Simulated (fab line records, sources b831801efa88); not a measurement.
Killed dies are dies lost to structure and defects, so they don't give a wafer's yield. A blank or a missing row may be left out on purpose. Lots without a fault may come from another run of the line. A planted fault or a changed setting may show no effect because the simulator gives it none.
Which tool did it? | flow sky130 | 10 lots, 29 wafers sampled, at 1 step of a route of 708

WHAT THE GAUGES READ, wafer by wafer
SKY_CAP2M_OVL_MEAS_12. Usual: CAP2M_OVL -0.5 nm, standard deviation 1.3.
lot  | measured     | on         | CAP2M_OVL (nm) | flag
L429 | day 40 09:15 | overlay-02 | -2.1 -1.0 -3.1 |
L430 | day 41 05:32 | overlay-01 | -0.9 -0.7 -1.9 |
L431 | day 41 05:50 | overlay-02 | -1.5 -1.7 -1.1 |
L432 | day 42 01:36 | overlay-01 | -0.4 -2.4 -2.3 |
L433 | day 42 05:37 | overlay-02 | 0.3 -0.2 -2.9  |
L435 | day 42 19:51 | overlay-01 | -0.5 -2.7 -2.7 |
L436 | day 42 21:52 | overlay-01 | 0.3 0.5 0.6    |
L445 | day 45 05:06 | overlay-02 | -1.1 -1.2      |
L451 | day 46 18:37 | overlay-01 | 0.4 0.1 -0.7   |
L452 | day 46 21:30 | overlay-01 | 1.2 -0.5 0.1   |

WHICH TOOL RAN EACH LOT (tool, then ch and the chambers of the sampled wafers, then the start)
The record holds no process step before these readings.

WHAT THE TOOLS THEMSELVES READ (means of the sampled wafers that have a number; where no wafer has one, the mark that the record gives instead)
The record holds no such reading with a usual standard deviation.

THE ANSWER, worked out from the rows above alone
Rule: a lot is off if the mean of its wafers that have a number lies more than 3 standard deviations from the usual mean. A lot without any number at a reading at which 4 lots or more have one is off too. The other lots that the step has rows for count as sound. The gauges are gone through in route order, then the tools' own readings, and for those a lot's mean is taken as printed above. The first step at which some lot is off is used, and at that step the reading that is off furthest; a lot without a number counts as furthest.
No lot is off at any reading shown: from this, nothing can be told.

WHAT THE SIMULATOR HAD PUT IN
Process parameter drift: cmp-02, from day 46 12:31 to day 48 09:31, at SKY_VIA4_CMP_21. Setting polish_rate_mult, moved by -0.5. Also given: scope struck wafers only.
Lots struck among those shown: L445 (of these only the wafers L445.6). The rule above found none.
